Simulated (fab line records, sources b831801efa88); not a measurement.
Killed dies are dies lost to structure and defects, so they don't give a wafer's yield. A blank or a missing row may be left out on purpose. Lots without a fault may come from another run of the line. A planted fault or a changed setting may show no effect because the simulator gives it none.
One fault seen from 2 desks | flow sky130 | each desk has only its own numbers; what lay behind them comes last

THE TOOL OWNER'S DESK: implanter-04
The tool's own readings at SKY_GATE_OXIDE_IMPLANT_11: means of the sampled wafers that have a number, for each lot that ran on this tool. A lot is out of limits, marked OUT, if its mean lies more than 4 standard deviations from the usual mean; the brackets give that distance.
Columns: A = beam_energy_keV at SKY_GATE_OXIDE_IMPLANT_11, usual 10.000
lot  | first seen here | A
L590 | day 15 23:37    | 9.998
L591 | day 16 13:01    | 11.492 (+99 or more) OUT
L593 | day 17 12:41    | 11.494 (+99 or more) OUT
L600 | day 19 16:37    | 9.998
L601 | day 19 22:11    | 9.998
L602 | day 20 08:32    | 10.004
L607 | day 21 22:04    | 9.999
This desk's finding: out of limits on L591, L593; first on L591, day 16 13:01 (beam_energy_keV at SKY_GATE_OXIDE_IMPLANT_11). In limits: L590, L600, L601, L602, L607.

THE METROLOGY DESK
What the gauges read, lot by lot, whatever tool the lot ran on: means of the sampled wafers that have a number. A lot is out of limits, marked OUT, if its mean lies more than 4 standard deviations from the usual mean; the brackets give that distance.
Columns: A = cd_nm at SKY_SONOS_TUNNEL_CD_MEAS_07, usual 410.3 nm; B = cd_nm at SKY_SONOS_ONO_CD_MEAS_13, usual 408.9 nm; C = GATE_OXIDE_TW at SKY_GATE_OXIDE_TW_MEAS_14, usual 222.0
lot  | first seen here | A     | B     | C
L585 | day 11 20:46    | 407.4 | 405.0 | 222.6
L586 | day 12 05:25    | 410.4 | 407.2 | 220.8
L590 | day 13 10:47    | 409.8 | 407.0 | 221.3
L591 | day 13 18:34    | 410.8 | 407.6 | 229.4 (+7.7) OUT
L593 | day 14 12:22    | 404.7 | 407.8 | 229.3 (+7.6) OUT
L595 | day 14 18:28    | 410.4 | 409.3 | 221.6
L600 | day 16 20:44    | 408.8 | 409.3 | 222.4
L601 | day 17 00:36    | 410.4 | 409.3 | 222.8
L602 | day 17 11:07    | 412.3 | 409.8 | 222.9
L603 | day 18 00:18    | 415.4 | 413.4 | 221.0
L604 | day 18 09:58    | 414.8 | 412.3 | 222.0
L607 | day 19 01:14    | 412.5 | 407.0 | 220.8
This desk's finding: out of limits on L591, L593; first on L591, day 16 13:22 (GATE_OXIDE_TW at SKY_GATE_OXIDE_TW_MEAS_14). In limits: L585, L586, L590, L595, L600, L601, L602, L603, L604, L607.

PUT TOGETHER
The tool owner's desk could have raised an alarm at day 16 13:01, on L591, L593.
The metrology desk could have raised an alarm at day 16 13:22, on L591, L593.
Of the lots named, all ran SKY_GATE_OXIDE_IMPLANT_11 on implanter-04.

WHAT THE SIMULATOR HAD PUT IN
Process parameter drift: implanter-04, from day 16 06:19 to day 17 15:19, at SKY_GATE_OXIDE_IMPLANT_11. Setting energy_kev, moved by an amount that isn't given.
Lots struck among those shown: L591, L593.
Hours from the fault's start to each desk's first reading out of limits: the tool owner's desk, 7; the metrology desk, 7.
